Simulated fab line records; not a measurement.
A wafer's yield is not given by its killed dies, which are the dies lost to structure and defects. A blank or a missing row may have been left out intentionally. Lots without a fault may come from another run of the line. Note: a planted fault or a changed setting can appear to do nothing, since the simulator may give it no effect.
A single fault, viewed from 2 desks -- flow sky130 -- only its own numbers are on each desk; what lay behind them is given at the end

== FROM THE METROLOGY DESK ==
Lot by lot, what the gauges showed, no matter which tool ran the lot: averages of those sampled wafers that carry a number. Any lot whose mean is over 4 standard deviations away from the usual mean is out of limits and marked OUT; that distance is given in the brackets.
Columns: A = VIA2_W_THK at SKY_VIA2_THK_MEAS_23, usual 422 nm
lot,first seen here,A
L671,day 36 11:52,422
L673,day 36 23:26,421
L677,day 38 18:40,422
L678,day 38 20:11,433
L679,day 38 21:47,429
L680,day 39 08:56,424
L683,day 40 07:31,417
L684,day 40 08:10,421
L685,day 40 18:34,419
L686,day 40 19:47,427
L687,day 41 10:13,420
L689,day 41 21:40,418
L690,day 42 04:28,426
L692,day 42 16:07,429
L693,day 43 02:09,424
Result from this desk: across the 15 lots, nothing is out of limits.

== THE TOOL OWNER'S DESK: cmp-01 ==
The tool's own readings at SKY_VIA2_CMP_24 (polishes, stops on SiO2, t overpolish 20 s, target thk 0 nm): means of the sampled wafers that have a number, for each lot that ran on this tool. Any lot whose mean is over 4 standard deviations away from the usual mean is out of limits and marked OUT; that distance is given in the brackets.
Columns: A = edge_zone_pressure_frac at SKY_VIA2_CMP_24, usual 1.001; B = head_pressure_psi at SKY_VIA2_CMP_24, usual 3.501 psi; C = motor_current_A at SKY_VIA2_CMP_24, usual 11.4 A; D = overpolish_run_s at SKY_VIA2_CMP_24, usual 20.000 s; E = platen_rpm at SKY_VIA2_CMP_24, usual 60.00 rpm; F = slurry_filter_dp_kPa at SKY_VIA2_CMP_24, usual 13.50 kPa; G = time_to_endpoint_s at SKY_VIA2_CMP_24, usual 103 s
lot,first seen here,A,B,C,D,E,F,G
L671,day 36 11:55,0.999,3.502,12.5,19.999,59.97,13.47,103
L673,day 36 23:35,1.002,3.501,11.4,20.007,59.97,13.64,101
L677,day 38 18:46,0.997,3.490,12.0,19.999,59.93,13.54,109
L683,day 40 07:36,0.999,3.506,11.9,20.001,60.00,13.51,104
L685,day 40 18:40,0.996,3.498,12.0,20.002,59.98,13.64,103
L686,day 40 19:50,1.005,3.504,11.5,19.994,60.00,13.39,97
L689,day 41 21:53,0.998,3.507,11.4,19.996,59.97,13.49,102
L690,day 42 04:31,1.007,3.498,12.3,20.009,59.99,13.60,104
L692,day 42 16:20,0.998,3.499,12.4,20.005,59.99,13.51,105
Result from this desk: across the 9 lots, nothing is out of limits.

== PUT TOGETHER ==
Nothing out of limits was seen by the metrology desk.
Nothing out of limits was seen by the tool owner's desk.

== WHAT THE SIMULATOR HAD INSERTED ==
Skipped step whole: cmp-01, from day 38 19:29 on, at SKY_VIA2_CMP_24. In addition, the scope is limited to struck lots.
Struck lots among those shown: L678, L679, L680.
